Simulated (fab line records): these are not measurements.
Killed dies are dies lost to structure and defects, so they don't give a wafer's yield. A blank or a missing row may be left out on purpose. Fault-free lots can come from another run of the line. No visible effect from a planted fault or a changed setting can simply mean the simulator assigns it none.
Which of the tools did it? + flow gf180mcu + 36 wafers from 12 lots sampled at 3 of the route's 602 steps

## WHAT THE GAUGES READ, wafer by wafer
GF_M3_OVL_MEAS_15.
| lot  | measured     | on         | M3_OVL (nm) |
|------|--------------|------------|-------------|
| L475 | day 21 03:29 | overlay-02 | -8 5 -3     |
| L476 | day 21 08:47 | overlay-02 | -5 0 -7     |
| L478 | day 22 14:14 | overlay-01 | -12 -16 -11 |
| L480 | day 23 04:02 | overlay-02 | 2 1 4       |
| L490 | day 26 18:14 | overlay-01 | -5 -1 -6    |
| L491 | day 26 22:23 | overlay-02 | 2 3 8       |
| L492 | day 27 02:38 | overlay-02 | 2 3 6       |
| L493 | day 27 12:02 | overlay-02 | -1 -1 8     |
| L494 | day 27 18:44 | overlay-01 | -2 -8 2     |
| L495 | day 28 01:29 | overlay-01 | -5 -2 -3    |
| L496 | day 28 09:50 | overlay-02 | -5 -6 -9    |
| L497 | day 28 17:29 | overlay-01 | -9 1 -7     |

## TOOL THAT RAN EACH LOT (tool first, then ch and the chambers of the sampled wafers, then the start)
| lot  | GF_V1_CMP_04                  | GF_V1_ETCH_17                                |
|------|-------------------------------|----------------------------------------------|
| L475 | cmp-01 ch 0,1,2, day 16 22:44 | rieDiel-04 ch 1,3, day 21 03:29 or earlier   |
| L476 | cmp-01 ch 0,1,3, day 17 05:00 | rieDiel-02 ch 0,1, day 21 08:47 or earlier   |
| L478 | cmp-01 ch 0,1,3, day 18 09:32 | rieDiel-03 ch 0,1, day 22 14:14 or earlier   |
| L480 | cmp-01 ch 1,3, day 18 23:20   | rieDiel-04 ch 1,2, day 23 04:02 or earlier   |
| L490 | cmp-02 ch 1,2,3, day 22 21:12 | rieDiel-02 ch 0,2,3, day 26 18:14 or earlier |
| L491 | cmp-01 ch 0,1,3, day 23 02:50 | rieDiel-04 ch 0,2,3, day 26 22:23 or earlier |
| L492 | cmp-02 ch 2,3, day 23 09:23   | rieDiel-04 ch 1,2,3, day 27 02:38 or earlier |
| L493 | cmp-01 ch 0,1,2, day 23 19:54 | rieDiel-04 ch 2,3, day 27 12:02 or earlier   |
| L494 | cmp-01 ch 0,1,3, day 24 01:27 | rieDiel-02 ch 1,2,3, day 27 18:44 or earlier |
| L495 | cmp-01 ch 2,3, day 24 09:51   | rieDiel-04 ch 0,1, day 28 01:29 or earlier   |
| L496 | cmp-01 ch 0,1,3, day 24 19:51 | rieDiel-03 ch 0,1,2, day 28 09:50 or earlier |
| L497 | cmp-01 ch 2,3, day 25 03:11   | rieDiel-04 ch 1,3, day 28 17:29 or earlier   |
- GF_V1_CMP_04: polishes SiO2.
- GF_V1_ETCH_17: etches SiO2 in C4F8/O2/Ar, stops on TiN, target depth 630 nm.

## WHAT THE TOOLS THEMSELVES READ (means of the sampled wafers that have a number; where no wafer has one, the mark that the record gives instead)
GF_V1_CMP_04.
| lot  | tool   | motorCurrentA (A) | slurryFlowMlMin | timeToEndpointS (s) |
|------|--------|-------------------|-----------------|---------------------|
| L475 | cmp-01 | 11.9              | 150.4           | 87                  |
| L476 | cmp-01 | 12.0              | 150.3           | 83                  |
| L478 | cmp-01 | 12.6              | 150.1           | 79                  |
| L480 | cmp-01 | 12.7              | 149.8           | 86                  |
| L490 | cmp-02 | 11.3              | 150.5           | 77                  |
| L491 | cmp-01 | 12.3              | 150.2           | 77                  |
| L492 | cmp-02 | 11.7              | 149.9           | 77                  |
| L493 | cmp-01 | 12.0              | 150.1           | 76                  |
| L494 | cmp-01 | 12.4              | 150.2           | 80                  |
| L495 | cmp-01 | 12.6              | 149.7           | 81                  |
| L496 | cmp-01 | 12.5              | 150.0           | 81                  |
| L497 | cmp-01 | 11.9              | 150.1           | 89                  |

GF_V1_ETCH_17.
| lot  | tool       | oesProductAu (a.u.) |
|------|------------|---------------------|
| L475 | rieDiel-04 | 0.856               |
| L476 | rieDiel-02 | 0.859               |
| L478 | rieDiel-03 | 0.856               |
| L480 | rieDiel-04 | 0.840               |
| L490 | rieDiel-02 | 0.857               |
| L491 | rieDiel-04 | 0.861               |
| L492 | rieDiel-04 | 0.860               |
| L493 | rieDiel-04 | 0.858               |
| L494 | rieDiel-02 | 0.856               |
| L495 | rieDiel-04 | 0.858               |
| L496 | rieDiel-03 | 0.855               |
| L497 | rieDiel-04 | 0.855               |

## THE ANSWER, worked out from the rows above alone
Rule: what is usual is taken from the lots themselves. The widest of any qualifying gaps counts: lots, ordered by their means at a reading, are off when they make up no more than a third of the lots, leave a main group of 4 or more, and stand apart from it by 3 or more times the standard deviation of that group's means. A main group is skipped when, at the precision printed for the reading in the tables above, its means are all equal. Also off: a lot with no number at a reading for which 4 or more lots have one. The other lots that the step has rows for count as sound. After the gauges, taken in route order, come the tools' own readings; for these a lot's mean is taken, as printed above. At the first step where some lot is off, the reading lying furthest off is the one used; lots without a number count as furthest.
Off, at GF_V1_ETCH_17 on oesProductAu: L480. The main group has a mean of 0.857 a.u. with a standard deviation of 0.0019.
A tool fits if, at that step or a process step before it, it ran every lot that is off, and no sound lot after the first of them. Because GF_V1_ETCH_17 lacks a start for some lots, the hours and order of its lots are taken from GF_M3_OVL_MEAS_15. No candidate that was tried fits.

## WHAT THE SIMULATOR HAD INSERTED
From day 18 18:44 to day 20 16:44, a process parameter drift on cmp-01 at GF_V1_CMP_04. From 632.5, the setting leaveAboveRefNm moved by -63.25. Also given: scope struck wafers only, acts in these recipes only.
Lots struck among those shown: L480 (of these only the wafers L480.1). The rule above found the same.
